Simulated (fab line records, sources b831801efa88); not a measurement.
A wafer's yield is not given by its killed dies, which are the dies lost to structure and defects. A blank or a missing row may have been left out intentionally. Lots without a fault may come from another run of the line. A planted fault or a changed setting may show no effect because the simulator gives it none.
Problem report, 8D (eight disciplines) form, completed by code    flow sky130    the parts of the form that need people (team, actions taken, sign-off) are left out

== 1. THE ISSUE ==
Wafers without a fault read 30.001 mTorr, standard deviation 0.026; chamber-pressure-mTorr at SKY_POLY_GATE_ETCH_15 reads a mean of 36.006 mTorr on 3 wafers belonging to 2 lots. So: +99 or more standard deviations from the usual mean.
The step: etches BARC in N2/H2, stops on SiO2, time 118.5 s, target depth 110 nm.
Earliest sighting: wafer L465.3 on rie-diel-03 at day 20 15:04. The record has a number at this step for 39 wafers belonging to 13 lots. Rule for "out" (also "out of limits"): further than 4 standard deviations from the usual mean. All remaining wafers that have a number are taken as sound.

== 2. WHAT THIS IS AND IS NOT ==
question                     is                      is not
which readings at this step  chamber-pressure-mTorr  drypump-motor-current-A, oes-product-au
which lots                   L465, L467              L455, L456, L457, L458, L468, L469, L473, L474, L475, L476, L477
which wafers of those lots   L465.3, L465.6, L467.4  L465.5, L467.1, L467.5
read on which tools          rie-diel-03             rie-diel-02, rie-diel-04
when                         from day 20 15:04       up to then (13 sound wafers); but 23 sound wafers of L467, L468, L469, L473, L474, L475, L476, L477 came after

== 3. THE SUSPECTS, EACH WITH WHAT RULES IT OUT ==
Counting: a tool at a process step up to the reading stays a suspect if it ran every lot that is out. Sound lots after the first of them don't rule it out here, since some wafers of a struck lot are sound.
- rie-diel-03 at SKY_POLY_GATE_ETCH_15 (etches BARC in N2/H2, stops on SiO2, time 118.5 s, target depth 110 nm): kept. Every lot that is out went through it, the first being L465 (day 20 15:04); the last sound lot it ran before that was L455 (day 16 16:19). Its own chamber-pressure-mTorr readings are out on those wafers.
- Within rie-diel-03 at SKY_POLY_GATE_ETCH_15: the wafers that are out ran in chamber 0; their sound lot-mates ran in chambers 1, 2.
After counting, what remains is rie-diel-03 at SKY_POLY_GATE_ETCH_15.

== 4. THE CAUSE (what the simulator had put in) ==
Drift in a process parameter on rie-diel-03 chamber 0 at SKY_POLY_GATE_ETCH_15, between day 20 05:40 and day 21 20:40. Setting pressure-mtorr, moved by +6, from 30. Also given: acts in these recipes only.
This tool alone remained once counting was done.

== 5. THE CHAIN OF EFFECTS, in route order ==
Rows list readings where the struck wafers' mean (over those with a number) sits beyond 3 standard deviations from the usual. Only readings for which the record gives a usual standard deviation are gone through. hours: the time from each lot's start at the first step in this table that gives one to its start at this step, as a median over the lots. sigmas: the change in usual standard deviations.
hours  step                   reading                 usual         on struck wafers  change  sigmas
0      SKY_POLY_GATE_ETCH_15  chamber-pressure-mTorr  30.001 mTorr  36.006            +6.005  +99 or more
Its process steps:
- SKY_POLY_GATE_ETCH_15: etches BARC in N2/H2, stops on SiO2, time 118.5 s, target depth 110 nm.

== 6. WHAT WOULD HAVE CAUGHT IT SOONER ==
9 hours passed between the start of the fault at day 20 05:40 and the first reading out of limits in this record, taken at day 20 15:04.
